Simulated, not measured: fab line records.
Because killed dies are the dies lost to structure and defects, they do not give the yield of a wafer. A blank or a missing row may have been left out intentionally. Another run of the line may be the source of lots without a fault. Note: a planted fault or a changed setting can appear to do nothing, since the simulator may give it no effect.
Problem report, 8D (eight disciplines) form, completed by code + flow sky130 + the parts of the form that need people (team, actions taken, sign-off) are left out

## 1. PROBLEM STATEMENT
developerTempC at SKY_VIA2_DEVELOP_11 reads a mean of 20.36 C on 6 wafers of 2 lots; wafers without a fault read 21.01 C with a standard deviation of 0.11. That puts it -5.9 standard deviations away from the usual mean.
The step: develop time 60 s.
The first sign was on wafer L151.1 at day 40 12:00, on lithoTrack-04. The record has a number at this step for 36 wafers belonging to 12 lots. By rule, "out" or "out of limits" means more than 4 standard deviations away from the usual mean. Any other wafer with a number is counted as sound.

## 2. WHAT IT IS; WHAT IT IS NOT
| question                    | is                     | is not                                                                    |
|-----------------------------|------------------------|---------------------------------------------------------------------------|
| which readings at this step | developerTempC         | -                                                                         |
| which lots                  | L151, L152             | L137, L140, L141, L142, L145, L147, L148, L150, L153, L159                |
| which wafers of those lots  | all that have a number | -                                                                         |
| read on which tools         | lithoTrack-04          | lithoTrack-02, lithoTrack-03                                              |
| when                        | from day 40 12:00      | up to then (24 sound wafers); but 6 sound wafers of L153, L159 came after |

## 3. WHAT RULES OUT EACH SUSPECT
Counting: a tool stays on the suspect list if, at a process step up to the reading, it processed all lots that are out and no sound lot following the first of them.
- lithoTrack-04 at SKY_VIA2_DEVELOP_11 (develop time 60 s): kept. All lots that are out passed through it, beginning with L151 at day 40 12:00, and no sound lot followed; its final sound lot before that point was L148 at day 40 04:00. Its own readings are out on those wafers: developerTempC.
Left after counting: lithoTrack-04 at SKY_VIA2_DEVELOP_11.

## 4. THE CAUSE (what the simulator had put in)
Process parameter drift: lithoTrack-04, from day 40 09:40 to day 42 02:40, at SKY_VIA2_DEVELOP_11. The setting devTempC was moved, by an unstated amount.
Counting left only this tool.

## 5. THE EFFECT CHAIN, in route order
Each row: a reading whose mean over the struck wafers that have a number lies more than 3 standard deviations from the usual. Only readings whose record carries a usual standard deviation are examined. hours: median over the lots of the time between each lot's start at the first step of this table that gives one and its start at this step. sigmas: the change, counted in usual standard deviations.
| hours | step                | reading        | usual   | on struck wafers | change | sigmas |
|-------|---------------------|----------------|---------|------------------|--------|--------|
| 0     | SKY_VIA2_DEVELOP_11 | developerTempC | 21.01 C | 20.36            | -0.65  | -5.9   |
Here are the process steps it includes:
- SKY_VIA2_DEVELOP_11: develop time 60 s.

## 6. HOW IT WOULD HAVE BEEN CAUGHT EARLIER
2 hours passed between the start of the fault at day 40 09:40 and the first reading out of limits in this record, taken at day 40 12:00.
